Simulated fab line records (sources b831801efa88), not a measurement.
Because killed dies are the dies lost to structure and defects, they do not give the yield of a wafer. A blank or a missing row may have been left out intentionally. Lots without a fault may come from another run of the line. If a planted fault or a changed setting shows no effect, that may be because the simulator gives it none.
Tool commonality check || flow sky130 || 11 lots and 33 wafers in the sample

== REASON IT WAS OPENED ==
At SKY_RES_PROTECT_TW_MEAS_08 the reading POLY_GATE_TW is flagged on 2 of 11 lots. Fault-free wafers read 4045, with a standard deviation of 40.
Rule: a lot gets a flag if all its wafers with a number sit over 4 standard deviations from that mean, or if no wafer of it has a number. As for the other lots, they are considered sound.

{"lot": "L760", "measured": "day 17 00:17", "on": "filmMetro-03", "POLY_GATE_TW, wafer by wafer": "4028 4018 4028", "flag": ""}
{"lot": "L762", "measured": "day 18 14:40", "on": "filmMetro-01", "POLY_GATE_TW, wafer by wafer": "3963 3947 3955", "flag": ""}
{"lot": "L764", "measured": "day 18 19:35", "on": "filmMetro-02", "POLY_GATE_TW, wafer by wafer": "4080 4087 4081", "flag": ""}
{"lot": "L763", "measured": "day 18 23:13", "on": "filmMetro-02", "POLY_GATE_TW, wafer by wafer": "4066 4083 4092", "flag": ""}
{"lot": "L765", "measured": "day 19 05:25", "on": "filmMetro-02", "POLY_GATE_TW, wafer by wafer": "4062 4063 4052", "flag": ""}
{"lot": "L767", "measured": "day 19 21:19", "on": "filmMetro-02", "POLY_GATE_TW, wafer by wafer": "4085 4082 4079", "flag": ""}
{"lot": "L768", "measured": "day 20 08:34", "on": "filmMetro-02", "POLY_GATE_TW, wafer by wafer": "3566 3536 3561", "flag": "FLAGGED"}
{"lot": "L771", "measured": "day 21 05:06", "on": "filmMetro-02", "POLY_GATE_TW, wafer by wafer": "3586 3556 3569", "flag": "FLAGGED"}
{"lot": "L772", "measured": "day 21 18:25", "on": "filmMetro-01", "POLY_GATE_TW, wafer by wafer": "3998 4014 3996", "flag": ""}
{"lot": "L774", "measured": "day 22 05:28", "on": "filmMetro-01", "POLY_GATE_TW, wafer by wafer": "3999 3973 3961", "flag": ""}
{"lot": "L775", "measured": "day 22 12:53", "on": "filmMetro-02", "POLY_GATE_TW, wafer by wafer": "4103 4105 4122", "flag": ""}
The mean of the flagged lots' numbers is 3562, -483 from the usual (-12 standard deviations).

== EACH LOT AND THE TOOL IT RAN ON ==
The record holds 2 process steps before the reading, out of a route of 708 steps. In each cell: the tool, then ch and the chambers that the sampled wafers went through, then the start.
{"lot": "L760", "flag": "", "SKY_POLY_GATE_IMPLANT_02": "implanter-01 ch 0, day 17 00:02", "SKY_RES_PROTECT_STRIP_07": "plasmaAsher-01 ch 0,1, day 17 00:11"}
{"lot": "L762", "flag": "", "SKY_POLY_GATE_IMPLANT_02": "implanter-01 ch 0, day 18 14:25", "SKY_RES_PROTECT_STRIP_07": "plasmaAsher-03 ch 0,1, day 18 14:34"}
{"lot": "L764", "flag": "", "SKY_POLY_GATE_IMPLANT_02": "implanter-01 ch 0, day 18 19:22", "SKY_RES_PROTECT_STRIP_07": "plasmaAsher-01 ch 0,1, day 18 19:29"}
{"lot": "L763", "flag": "", "SKY_POLY_GATE_IMPLANT_02": "implanter-01 ch 0, day 18 22:59", "SKY_RES_PROTECT_STRIP_07": "plasmaAsher-01 ch 0,1, day 18 23:07"}
{"lot": "L765", "flag": "", "SKY_POLY_GATE_IMPLANT_02": "implanter-04 ch 0, day 19 05:10", "SKY_RES_PROTECT_STRIP_07": "plasmaAsher-01 ch 0,1, day 19 05:19"}
{"lot": "L767", "flag": "", "SKY_POLY_GATE_IMPLANT_02": "implanter-04 ch 0, day 19 21:04", "SKY_RES_PROTECT_STRIP_07": "plasmaAsher-04 ch 0,1, day 19 21:13"}
{"lot": "L768", "flag": "FLAGGED", "SKY_POLY_GATE_IMPLANT_02": "implanter-04 ch 0, day 20 08:20", "SKY_RES_PROTECT_STRIP_07": "plasmaAsher-04 ch 0,1, day 20 08:28"}
{"lot": "L771", "flag": "FLAGGED", "SKY_POLY_GATE_IMPLANT_02": "implanter-04 ch 0, day 21 04:52", "SKY_RES_PROTECT_STRIP_07": "plasmaAsher-03 ch 0,1, day 21 04:59"}
{"lot": "L772", "flag": "", "SKY_POLY_GATE_IMPLANT_02": "implanter-01 ch 0, day 21 18:11", "SKY_RES_PROTECT_STRIP_07": "plasmaAsher-03 ch 0,1, day 21 18:19"}
{"lot": "L774", "flag": "", "SKY_POLY_GATE_IMPLANT_02": "implanter-01 ch 0, day 22 05:14", "SKY_RES_PROTECT_STRIP_07": "plasmaAsher-04 ch 0, day 22 05:22"}
{"lot": "L775", "flag": "", "SKY_POLY_GATE_IMPLANT_02": "implanter-01 ch 0, day 22 12:38", "SKY_RES_PROTECT_STRIP_07": "plasmaAsher-01 ch 0,1, day 22 12:47"}
These steps, and what they do:
- SKY_POLY_GATE_IMPLANT_02
- SKY_RES_PROTECT_STRIP_07: strips in O2/N2.
- SKY_RES_PROTECT_TW_MEAS_08

== FLAGGED OVER TOTAL, TOOL BY TOOL (the gauges that took the reading come last) ==
{"step": "SKY_POLY_GATE_IMPLANT_02", "tool": "implanter-01", "lots run": 7, "flagged": 0, "share of the flagged lots": "none", "sound lots run after its first flagged lot": "-"}
{"step": "SKY_POLY_GATE_IMPLANT_02", "tool": "implanter-04", "lots run": 4, "flagged": 2, "share of the flagged lots": "all", "sound lots run after its first flagged lot": 0}
{"step": "SKY_RES_PROTECT_STRIP_07", "tool": "plasmaAsher-01", "lots run": 5, "flagged": 0, "share of the flagged lots": "none", "sound lots run after its first flagged lot": "-"}
{"step": "SKY_RES_PROTECT_STRIP_07", "tool": "plasmaAsher-03", "lots run": 3, "flagged": 1, "share of the flagged lots": "some", "sound lots run after its first flagged lot": "1 (L772)"}
{"step": "SKY_RES_PROTECT_STRIP_07", "tool": "plasmaAsher-04", "lots run": 3, "flagged": 1, "share of the flagged lots": "some", "sound lots run after its first flagged lot": "1 (L774)"}
{"step": "SKY_RES_PROTECT_TW_MEAS_08", "tool": "filmMetro-01", "lots run": 3, "flagged": 0, "share of the flagged lots": "none", "sound lots run after its first flagged lot": "-"}
{"step": "SKY_RES_PROTECT_TW_MEAS_08", "tool": "filmMetro-02", "lots run": 7, "flagged": 2, "share of the flagged lots": "all", "sound lots run after its first flagged lot": "1 (L775)"}
{"step": "SKY_RES_PROTECT_TW_MEAS_08", "tool": "filmMetro-03", "lots run": 1, "flagged": 0, "share of the flagged lots": "none", "sound lots run after its first flagged lot": "-"}

== WHAT THE TABLE ALLOWS ==
implanter-04 at SKY_POLY_GATE_IMPLANT_02 and filmMetro-02 at SKY_RES_PROTECT_TW_MEAS_08 are the 2 rows of the table that ran each flagged lot.
- implanter-04 at SKY_POLY_GATE_IMPLANT_02: 2 of its 4 lots flagged. Last sound lot L767 at day 19 21:04, first flagged lot L768 at day 20 08:20; a fault beginning in between fits. Its own readings (beamOnS, doseIonsCm2) fall more than 4 standard deviations out on all wafers of the flagged lots.
- filmMetro-02 at SKY_RES_PROTECT_TW_MEAS_08: 2 of its 7 lots flagged. Sound lots followed the first flagged one (L775) on it, something a lasting fault affecting the whole tool could not allow.
One tool is left: implanter-04 at SKY_POLY_GATE_IMPLANT_02.

== WHAT HAD BEEN PUT IN BY THE SIMULATOR ==
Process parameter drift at SKY_POLY_GATE_IMPLANT_02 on implanter-04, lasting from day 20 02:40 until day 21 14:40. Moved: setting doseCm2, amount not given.
Struck lots among those shown: L768, L771. This agrees with what the rule above found.
